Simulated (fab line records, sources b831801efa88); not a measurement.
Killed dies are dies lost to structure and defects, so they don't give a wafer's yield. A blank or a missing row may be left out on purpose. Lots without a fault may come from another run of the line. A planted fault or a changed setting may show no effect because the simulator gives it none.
A struck lot beside a sound one | flow gf180mcu | 17 steps out of a route of 602
Sound: wafers L981.2, L981.3, L981.4. Struck: wafers L993.1, L993.2, L993.3. The cause comes at the end.
At each step with rows: each side's tool, then ch and its chambers, then its first start. Under that, the readings that differ: sound wafers | struck wafers | difference of the means | sigmas: that difference in standard deviations of wafers without a fault.
alike: readings whose means differ by less than 2 such deviations, and words and numbers that are the same on both sides. not compared: withheld readings, readings that some wafer has no value for, bounds like >300 that may hide the same value, and numbers for which the record gives no deviation and whose values overlap.
The two part at a step that has a row with sigmas, a row that says differs or no value, or rows on one side only. Numbers that don't overlap but have no deviation are shown without sigmas and don't part them. A reading that every wafer of one side lacks parts them only if that side has two wafers or more.

first, 1 step without rows for these wafers: GF_POLY_GATE_OXIDATION_16 (stabilise 600 s, purge 300 s, target thk 4 nm).
GF_POLY_GATE_THK_MEAS_17:
  sound on film_metro-04, day 10 04:22; struck on film_metro-03, day 13 20:23
  alike: POLY_GATE_OXIDATION_THK
GF_POLY_GATE_CD_MEAS_18:
  sound on cd_sem-02, day 10 04:27; struck on cd_sem-01, day 13 20:26
  alike: cd_nm
then, 7 steps without rows for these wafers: GF_HV_LDD_DEHYDRATE_00 (time 60 s); GF_HV_LDD_HMDS_01 (prime time 60 s); GF_HV_LDD_COAT_02 (resist thk 1000 nm); GF_HV_LDD_SOFTBAKE_03 (time 60 s); GF_HV_LDD_EXPOSE_04 (exposes mask Nplus LV AREA, target cd 400 nm); GF_HV_LDD_PEB_05; GF_HV_LDD_DEVELOP_06 (develop time 60 s).
GF_HV_LDD_CD_MEAS_07: target cd 400 nm.
  sound on cd_sem-02, day 10 22:45; struck on cd_sem-01, day 14 16:32
  alike: cd_nm
GF_HV_LDD_OVL_MEAS_08:
  sound on overlay-01, day 10 22:51; struck on overlay-02, day 14 16:39
  alike: HV_LDD_OVL
GF_HV_LDD_IMPLANT_09:
  sound on implanter-01 ch 0, day 10 22:55; struck on implanter-04 ch 0, day 14 16:41
  reading                   | sound                | struck               | difference | sigmas
  beam_energy_keV           | 39.992 39.994 39.994 | 36.509 36.521 36.517 | -3.478     | -99 or more
  model.implant.rp_nm (nm)  | 25.5 25.5 25.5       | 24.85 24.85 24.85    | -0.65      |
  model.implant.drp_nm (nm) | 11.92 11.92 11.92    | 11.13 11.13 11.13    | -0.79      |
  alike: dose_ions_cm2
GF_HV_LDD_STRIP_10: strips in O2/N2.
  sound on plasma_asher-04 ch 0,1, day 10 23:02; struck on plasma_asher-01 ch 0,1, day 14 16:50
  reading                     | sound       | struck      | difference | sigmas
  drypump_motor_current_A (A) | 5.1 5.6 5.1 | 6.4 6.0 6.4 | +1.0       | +2
  alike: heater_power_w, oes_product_au, strip_time_to_endpoint_s
  not compared: rf_hours_counter_h
GF_HV_LDD_TW_MEAS_11:
  sound on film_metro-04, day 10 23:08; struck on film_metro-02, day 14 16:56
  reading   | sound          | struck         | difference | sigmas
  HV_LDD_TW | 2409 2411 2412 | 2378 2365 2377 | -37        | -3
then, 2 steps without rows for these wafers: GF_HV_LDD_DEHYDRATE_12 (time 60 s); GF_PASSIVATION_PROBE_99.

WHERE THEY PART
First at GF_HV_LDD_IMPLANT_09; last, within this record, at GF_HV_LDD_TW_MEAS_11.

WHY: what the simulator had put in
Process parameter drift: implanter-04, from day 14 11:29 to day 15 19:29, at GF_HV_LDD_IMPLANT_09. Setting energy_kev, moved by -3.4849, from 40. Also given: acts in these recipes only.
